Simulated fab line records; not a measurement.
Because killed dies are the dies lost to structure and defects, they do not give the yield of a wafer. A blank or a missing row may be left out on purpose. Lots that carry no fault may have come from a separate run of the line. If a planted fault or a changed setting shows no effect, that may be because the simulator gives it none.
fab line records | flow gf180mcu
record lots=11 | wafers=33 | last-day=34
route steps=602 shown V3@452 M4@459
lots that met no fault: taken from a fault-free run of the same line
start-h: hours from the record's opening day to when the first of the lot's shown wafers began | wait-h: hours from the lot's prior step to this one | " as in the row above | L1.1+2: a single row standing in for several wafers | - either no value or no given start | * or withheld: withheld | < > ~ a bound
route shown NAME@n: a module of which the file shows steps, and the number in the route of the first | usual: mean/standard deviation of fault-free wafers | same: alike in all rows | chamber/n: place in a boat | sites: readings site by site | _std_site: the standard deviation of these | _edge_site: mean of outer sites minus mean of inner sites | radius-mm: how far each site lies from the wafer's centre | mask NAME#n: copy n | behind: tool/chamber where the wafer was last shaped | hold: cause of the lot's hold/its duration in hours/its outcome | device: the n, p or np transistor that did not switch | end of line: the tests these same wafers got at the end of their route | step lacking rows: just its recipe | killed: at the first sort, the dies lost to defects and structure; wafer yield is something else | map: a wafer's dies, marking killed ones x, the rest . and places with no die _
set.NAME: the setting as run; set.NAME@STEP: as run at that earlier step | model.NAME: the simulator's own value behind a step, which no gauge read
steps of the route over a sample of lots; a table a step, a row a wafer
services: the hour from which a tool's chamber was out of use, counted from the record's first day as start-h (under 0 if before that day), plus the number of hours and why
## steps
# step GF_V3_CVD_23
# recipe material=W | target-thk-nm=350 | time-s=104.9 | temp-c=400 | pressure-torr=40
# usual heater-power-w=813/110
lot.wafer | tool     | chamber | start-h | wait-h | heater-power-w
L753.1    | cvd-w-02 | 1       | 508.87  | 0.0    | 919
L753.3    | "        | 0       | "       | "      | 816
L753.4    | "        | 1       | "       | "      | 941
L754.4    | cvd-w-01 | 0       | 516.99  | 0.1    | 668
L754.5    | "        | 1       | "       | "      | 863
L754.6    | "        | 0       | "       | "      | 658
L755.1    | cvd-w-01 | 1       | 528.12  | 0.0    | 856
L755.3    | "        | 0       | "       | "      | 672
L755.6    | "        | 1       | "       | "      | 858
L756.1    | cvd-w-01 | 1       | 538.01  | 0.0    | 880
L756.2    | "        | 0       | "       | "      | 686
L756.4    | "        | 1       | "       | "      | 848
L757.1    | cvd-w-02 | 1       | 543.27  | 0.0    | 945
L757.3    | "        | 1       | "       | "      | 952
L757.4    | "        | 0       | "       | "      | 831
L764.2    | cvd-w-01 | 0       | 607.76  | 0.1    | 684
L764.5    | "        | 0       | "       | "      | 663
L764.6    | "        | 0       | "       | "      | 663
L767.1    | cvd-w-02 | 1       | 629.82  | 0.0    | 948
L767.3    | "        | 1       | "       | "      | 944
L767.5    | "        | 1       | "       | "      | 960
L769.1    | cvd-w-01 | 0       | 646.86  | 0.0    | 673
L769.5    | "        | 1       | "       | "      | 876
L769.6    | "        | 0       | "       | "      | 669
L770.1    | cvd-w-02 | 0       | 655.85  | 0.0    | 840
L770.3    | "        | 1       | "       | "      | 971
L770.5    | "        | 1       | "       | "      | 939
L773.1    | cvd-w-01 | 1       | 671.62  | 0.0    | 860
L773.4    | "        | 0       | "       | "      | 659
L773.6    | "        | 1       | "       | "      | 856
L775.2    | cvd-w-02 | 1       | 692.14  | 0.0    | 951
L775.3    | "        | 1       | "       | "      | 937
L775.4    | "        | 0       | "       | "      | 819
# step GF_V3_THK_MEAS_25
# recipe thk-meas-gauge=xrf | reads=W_of_V3_CVD_23
# usual V3_W_THK=349/4.2
lot.wafer | tool          | chamber | start-h | wait-h | V3_W_THK[nm]
L753.1    | film-metro-04 | -       | 509.11  | 0.1    | 350
L753.3    | "             | -       | "       | "      | 349
L753.4    | "             | -       | "       | "      | 353
L754.4    | film-metro-04 | -       | 517.22  | 0.1    | 351
L754.5    | "             | -       | "       | "      | 346
L754.6    | "             | -       | "       | "      | 351
L755.1    | film-metro-04 | -       | 528.35  | 0.1    | 344
L755.3    | "             | -       | "       | "      | 340
L755.6    | "             | -       | "       | "      | 344
L756.1    | film-metro-01 | -       | 538.24  | 0.1    | 350
L756.2    | "             | -       | "       | "      | 350
L756.4    | "             | -       | "       | "      | 350
L757.1    | film-metro-02 | -       | 543.51  | 0.1    | 354
L757.3    | "             | -       | "       | "      | 355
L757.4    | "             | -       | "       | "      | 355
L764.2    | film-metro-01 | -       | 608.08  | 0.1    | 339
L764.5    | "             | -       | "       | "      | 343
L764.6    | "             | -       | "       | "      | 345
L767.1    | film-metro-02 | -       | 630.05  | 0.1    | 344
L767.3    | "             | -       | "       | "      | 342
L767.5    | "             | -       | "       | "      | 346
L769.1    | film-metro-02 | -       | 647.10  | 0.1    | 343
L769.5    | "             | -       | "       | "      | 350
L769.6    | "             | -       | "       | "      | 340
L770.1    | film-metro-04 | -       | 656.08  | 0.1    | 352
L770.3    | "             | -       | "       | "      | 343
L770.5    | "             | -       | "       | "      | 353
L773.1    | film-metro-02 | -       | 671.86  | 0.1    | 354
L773.4    | "             | -       | "       | "      | 348
L773.6    | "             | -       | "       | "      | 353
L775.2    | film-metro-01 | -       | 692.38  | 0.1    | 345
L775.3    | "             | -       | "       | "      | 347
L775.4    | "             | -       | "       | "      | 345
# step GF_M4_SPUTTER_03
# recipe material=Ti | target-thk-nm=10 | substrate-temp-c=300 | chamber-pressure-pa=0.3 | power-w=3000 | time-s=6.7
# usual throttle-valve-pct=30.1/1.2
lot.wafer | tool           | chamber | start-h | wait-h | throttle-valve-pct
L753.1    | pvd-sputter-02 | -       | 509.63  | 0.0    | 29.7
L753.3    | "              | -       | "       | "      | 28.8
L753.4    | "              | -       | "       | "      | 29.6
L754.4    | pvd-sputter-02 | -       | 517.71  | 0.0    | 29.5
L754.5    | "              | -       | "       | "      | 31.1
L754.6    | "              | -       | "       | "      | 29.1
L755.1    | pvd-sputter-04 | -       | 528.87  | 0.0    | 29.9
L755.3    | "              | -       | "       | "      | 29.8
L755.6    | "              | -       | "       | "      | 26.9
L756.1    | pvd-sputter-02 | -       | 538.76  | 0.0    | 29.5
L756.2    | "              | -       | "       | "      | 31.0
L756.4    | "              | -       | "       | "      | 30.2
L757.1    | pvd-sputter-02 | -       | 544.03  | 0.0    | 30.3
L757.3    | "              | -       | "       | "      | 30.9
L757.4    | "              | -       | "       | "      | 28.9
L764.2    | pvd-sputter-04 | -       | 608.59  | 0.0    | 30.1
L764.5    | "              | -       | "       | "      | 26.9
L764.6    | "              | -       | "       | "      | 29.9
L767.1    | pvd-sputter-04 | -       | 631.61  | 0.0    | 29.9
L767.3    | "              | -       | "       | "      | 32.2
L767.5    | "              | -       | "       | "      | 27.0
L769.1    | pvd-sputter-02 | -       | 647.63  | 0.0    | 29.1
L769.5    | "              | -       | "       | "      | 30.9
L769.6    | "              | -       | "       | "      | 28.9
L770.1    | pvd-sputter-03 | -       | 657.30  | 0.0    | 30.1
L770.3    | "              | -       | "       | "      | 30.1
L770.5    | "              | -       | "       | "      | 30.9
L773.1    | pvd-sputter-03 | -       | 672.38  | 0.0    | 30.2
L773.4    | "              | -       | "       | "      | 29.7
L773.6    | "              | -       | "       | "      | 30.1
L775.2    | pvd-sputter-02 | -       | 692.89  | 0.0    | 30.3
L775.3    | "              | -       | "       | "      | 29.9
L775.4    | "              | -       | "       | "      | 31.0
# step GF_M4_METAL_ETCH_16
# recipe chemistry=Cl2/BCl3 | mask-material=KrF | target-depth-nm=627.5 | stop-on=SiO2 | pressure-mtorr=8 | icp-w=800 | bias-w=140 | Cl2_flow_sccm=80 | bcl3-flow-sccm=40 | time-s=104.6
# usual bias-w=140.0/0.41 | chamber-pressure-mTorr=8.000/0.0073 | drypump-motor-current-A=5.67/0.29 | oes-product-au=0.973/0.0059 | rf-fwd-power-W=794.9/3 | throttle-valve-pct=28.249/0.0099
lot.wafer | tool         | chamber | start-h | wait-h | bias-w | chamber-pressure-mTorr | drypump-motor-current-A | oes-product-au | rf-fwd-power-W | rf-hours-counter-h | throttle-valve-pct
L753.1    | rie-metal-04 | 0       | 533.08  | 0.0    | 140.5  | 7.991                  | 5.37                    | 0.969          | 794.0          | 7                  | 28.250
L753.3    | "            | 1       | "       | "      | 139.8  | 8.013                  | 5.58                    | 0.982          | 794.0          | -                  | 28.251
L753.4    | "            | 0       | "       | "      | 139.9  | 7.993                  | 5.40                    | 0.967          | 796.2          | -                  | 28.245
L754.4    | rie-metal-04 | 1       | 540.80  | 0.0    | 140.3  | 8.015                  | 5.55                    | 0.980          | 796.0          | -                  | 28.245
L754.5    | "            | 1       | "       | "      | 140.3  | 8.007                  | 5.57                    | 0.968          | 797.7          | -                  | 28.247
L754.6    | "            | 0       | "       | "      | 140.8  | 7.990                  | 5.39                    | 0.964          | 794.7          | -                  | 28.250
L755.1    | rie-metal-04 | 1       | 551.86  | 0.0    | 140.0  | 7.981                  | 5.56                    | 0.974          | 799.0          | 9                  | 28.259
L755.3    | "            | 0       | "       | "      | 139.7  | 7.983                  | 5.38                    | 0.961          | 796.4          | -                  | 28.254
L755.6    | "            | 1       | "       | "      | 139.3  | 8.002                  | 5.60                    | 0.971          | 798.0          | -                  | 28.245
L756.1    | rie-metal-02 | 1       | 561.21  | 0.0    | 140.4  | 7.989                  | 6.19                    | 0.982          | 792.1          | 6                  | 28.251
L756.2    | "            | 0       | "       | "      | 139.6  | 8.005                  | 5.81                    | 0.981          | 795.7          | 10                 | 28.243
L756.4    | "            | 0       | "       | "      | 139.2  | 7.999                  | 5.83                    | 0.983          | 798.5          | -                  | 28.247
L757.1    | rie-metal-04 | 0       | 566.11  | 0.0    | 139.6  | 8.002                  | 5.36                    | 0.970          | 799.2          | 8                  | 28.261
L757.3    | "            | 1       | "       | "      | 139.9  | 7.997                  | 5.62                    | 0.978          | 798.9          | -                  | 28.250
L757.4    | "            | 0       | "       | "      | 139.4  | 8.004                  | 5.37                    | 0.974          | 801.9          | -                  | 28.241
L764.2    | rie-metal-04 | 1       | 629.36  | 0.0    | 140.0  | 8.019                  | 5.59                    | 0.968          | 921.2          | 11                 | 28.249
L764.5    | "            | 1       | "       | "      | 140.0  | 8.007                  | 5.56                    | 0.982          | 921.6          | -                  | 28.252
L764.6    | "            | 0       | "       | "      | 139.9  | 7.999                  | 5.37                    | 0.959          | 925.2          | -                  | 28.262
L767.1    | rie-metal-04 | 0       | 651.13  | 0.0    | 140.2  | 8.009                  | 5.38                    | 0.968          | 922.0          | 11                 | 28.244
L767.3    | "            | 0       | "       | "      | 140.4  | 7.987                  | 5.34                    | 0.969          | 923.4          | -                  | 28.260
L767.5    | "            | 0       | "       | "      | 140.0  | 8.006                  | 5.35                    | 0.983          | 920.3          | -                  | 28.235
L769.1    | rie-metal-03 | 0       | 667.03  | 0.0    | 139.9  | 7.999                  | 6.09                    | 0.968          | 791.4          | 3                  | 28.239
L769.5    | "            | 0       | "       | "      | 140.3  | 8.003                  | 6.08                    | 0.973          | 795.2          | -                  | 28.260
L769.6    | "            | 0       | "       | "      | 139.8  | 8.002                  | 6.08                    | 0.979          | 794.3          | -                  | 28.244
L770.1    | rie-metal-03 | 0       | 676.66  | 0.0    | 139.9  | 7.998                  | 6.08                    | 0.982          | 788.9          | 3                  | 28.245
L770.3    | "            | 0       | "       | "      | 139.8  | 7.997                  | 6.09                    | 0.958          | 789.8          | -                  | 28.241
L770.5    | "            | 1       | "       | "      | 140.6  | 7.999                  | 5.76                    | 0.970          | 794.7          | -                  | 28.256
L773.1    | rie-metal-03 | 1       | 691.03  | 0.0    | 140.7  | 8.004                  | 5.71                    | 0.976          | 790.9          | 1                  | 28.237
L773.4    | "            | 1       | "       | "      | 140.6  | 7.998                  | 5.72                    | 0.974          | 790.9          | -                  | 28.252
L773.6    | "            | 0       | "       | "      | 139.7  | 7.998                  | 6.07                    | 0.970          | 793.4          | -                  | 28.251
L775.2    | rie-metal-04 | 0       | 711.35  | 0.0    | 139.3  | 8.004                  | 5.35                    | 0.974          | 794.3          | 14                 | 28.257
L775.3    | "            | 1       | "       | "      | 140.0  | 7.984                  | 5.60                    | 0.977          | 795.9          | -                  | 28.250
L775.4    | "            | 0       | "       | "      | 139.9  | 8.000                  | 5.36                    | 0.974          | 795.9          | -                  | 28.268
# step GF_M4_STRIP_17
# recipe chemistry=O2/N2 | power-w=1400 | pressure-mtorr=1500 | platen-temp-c=250 | o2-flow-sccm=3000 | n2-flow-sccm=300 | overash-fraction=0.5
# usual chamber-pressure-mTorr=1500.0/1.4 | drypump-motor-current-A=5.7/0.44 | heater-power-w=332/19 | oes-product-au=0.558/0.0045 | strip-time-to-endpoint-s=7.88/0.034
lot.wafer | tool            | chamber | start-h | wait-h | chamber-pressure-mTorr | drypump-motor-current-A | heater-power-w | oes-product-au | rf-hours-counter-h | strip-time-to-endpoint-s
L753.1    | plasma-asher-04 | 1       | 533.19  | 0.1    | 1497.7                 | 6.1                     | 329            | 0.562          | 72                 | 7.87
L753.3    | "               | 0       | "       | "      | 1497.4                 | 6.1                     | 305            | 0.555          | -                  | 7.86
L753.4    | "               | 1       | "       | "      | 1500.7                 | 6.1                     | 323            | 0.551          | -                  | 7.87
L754.4    | plasma-asher-04 | 0       | 540.91  | 0.1    | 1500.4                 | 6.1                     | 315            | 0.555          | -                  | 7.88
L754.5    | "               | 0       | "       | "      | 1501.3                 | 6.1                     | 311            | 0.552          | -                  | 7.88
L754.6    | "               | 1       | "       | "      | 1502.6                 | 6.1                     | 327            | 0.561          | -                  | 7.93
L755.1    | plasma-asher-01 | 0       | 552.01  | 0.1    | 1500.3                 | 6.2                     | 367            | 0.555          | 48                 | 7.84
L755.3    | "               | 0       | "       | "      | 1500.3                 | 6.1                     | 359            | 0.550          | -                  | 7.87
L755.6    | "               | 1       | "       | "      | 1500.4                 | 5.5                     | 334            | 0.555          | -                  | 7.82
L756.1    | plasma-asher-04 | 0       | 561.33  | 0.1    | 1499.6                 | 6.1                     | 306            | 0.561          | 76                 | 7.89
L756.2    | "               | 1       | "       | "      | 1499.5                 | 6.1                     | 330            | 0.555          | 76                 | 7.83
L756.4    | "               | 0       | "       | "      | 1499.5                 | 6.1                     | 317            | 0.559          | -                  | 7.83
L757.1    | plasma-asher-03 | 1       | 566.22  | 0.1    | 1500.3                 | 4.9                     | 323            | 0.553          | 87                 | 7.90
L757.3    | "               | 1       | "       | "      | 1501.8                 | 4.9                     | 320            | 0.557          | -                  | 7.86
L757.4    | "               | 0       | "       | "      | 1501.2                 | 5.5                     | 332            | 0.563          | -                  | 7.87
L764.2    | plasma-asher-01 | 1       | 629.47  | 0.1    | 1499.0                 | 5.5                     | 332            | 0.552          | 57                 | 7.50
L764.5    | "               | 1       | "       | "      | 1500.2                 | 5.5                     | 326            | 0.542          | -                  | 7.52
L764.6    | "               | 0       | "       | "      | 1499.9                 | 6.1                     | 372            | 0.544          | -                  | 7.55
L767.1    | plasma-asher-03 | 0       | 651.35  | 0.2    | 1501.2                 | 5.4                     | 321            | 0.538          | 95                 | 7.55
L767.3    | "               | 0       | "       | "      | 1500.2                 | 5.4                     | 333            | 0.546          | -                  | 7.55
L767.5    | "               | 1       | "       | "      | 1498.7                 | 4.9                     | 319            | 0.552          | -                  | 7.51
L769.1    | plasma-asher-03 | 1       | 667.25  | 0.2    | 1498.2                 | 4.9                     | 310            | 0.556          | 97                 | 7.85
L769.5    | "               | 1       | "       | "      | 1498.5                 | 4.9                     | 315            | 0.552          | -                  | 7.83
L769.6    | "               | 0       | "       | "      | 1501.3                 | 5.4                     | 326            | 0.561          | -                  | 7.83
L770.1    | plasma-asher-03 | 1       | 676.78  | 0.1    | 1498.9                 | 4.9                     | 315            | 0.556          | 98                 | 7.92
L770.3    | "               | 1       | "       | "      | 1499.9                 | 4.9                     | 314            | 0.556          | -                  | 7.92
L770.5    | "               | 0       | "       | "      | 1500.8                 | 5.4                     | 323            | 0.555          | -                  | 7.91
L773.1    | plasma-asher-01 | 1       | 691.14  | 0.1    | 1498.3                 | 5.5                     | 337            | 0.561          | 64                 | 7.87
L773.4    | "               | 0       | "       | "      | 1501.6                 | 6.2                     | 374            | 0.556          | -                  | 7.84
L773.6    | "               | 1       | "       | "      | 1502.2                 | 5.5                     | 337            | 0.550          | -                  | 7.87
L775.2    | plasma-asher-01 | 0       | 711.46  | 0.1    | 1498.1                 | 6.2                     | 375            | 0.565          | 66                 | 7.90
L775.3    | "               | 0       | "       | "      | 1498.8                 | 6.1                     | 360            | 0.568          | -                  | 7.88
L775.4    | "               | 1       | "       | "      | 1499.4                 | 5.5                     | 336            | 0.564          | -                  | 7.92
## services
tool            | chamber | start-h | hours | kind
cvd-w-02        | 0       | 489.87  | 4.2   | repair
cvd-w-01        | 0       | 496.93  | 8.1   | repair
rie-metal-02    | -       | 501.52  | 0.3   | repair
rie-metal-02    | -       | 517.06  | 1.4   | pm
pvd-sputter-04  | -       | 524.49  | 0.7   | repair
plasma-asher-03 | -       | 525.42  | 36.4  | repair
rie-metal-02    | 0       | 530.75  | 16.9  | repair
pvd-sputter-04  | -       | 530.81  | 2.1   | repair
pvd-sputter-02  | 2       | 544.09  | -     | consumable-replace:kit
pvd-sputter-02  | 2       | 544.09  | 18.0  | scheduled-down
pvd-sputter-02  | 2       | 544.09  | 18.0  | vent-cycle
plasma-asher-03 | -       | 597.67  | 3.7   | repair
cvd-w-01        | 1       | 600.29  | 14.5  | repair
pvd-sputter-02  | -       | 614.78  | 1.8   | repair
plasma-asher-01 | -       | 632.55  | 4.6   | repair
rie-metal-04    | 1       | 642.47  | -     | clean
rie-metal-04    | 1       | 642.47  | 27.7  | scheduled-down
rie-metal-04    | 1       | 642.47  | 27.7  | vent-cycle
cvd-w-01        | -       | 652.63  | 0.4   | repair
cvd-w-01        | -       | 658.96  | 0.4   | repair
plasma-asher-04 | -       | 660.60  | 0.6   | repair
plasma-asher-01 | -       | 661.99  | 0.7   | repair
pvd-sputter-04  | -       | 683.54  | 5.1   | repair
rie-metal-03    | -       | 691.30  | 1.1   | repair
## key
first-sign step=GF_M4_METAL_ETCH_16 | reading=rf-fwd-power-W | direction=up | sigmas=42 | usual=794.9 | struck=922.3
effect step=GF_M4_STRIP_17 | reading=strip-time-to-endpoint-s | direction=down | sigmas=10 | usual=* | struck=*
met-at GF_M4_METAL_ETCH_16
struck-lots L764,L767
not-acting-at GF_V3_CVD_23,GF_V3_THK_MEAS_25,GF_M4_SPUTTER_03
onset-between 566.11 629.36
fault kind=process-parameter-drift | tool=rie-metal-04 | chamber=- | onset-h=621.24 | steps=GF_M4_METAL_ETCH_16 | channel=icp-w | offset=128 | shape=step | end-h=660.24 | acts-in=these-recipes-only | stated=800
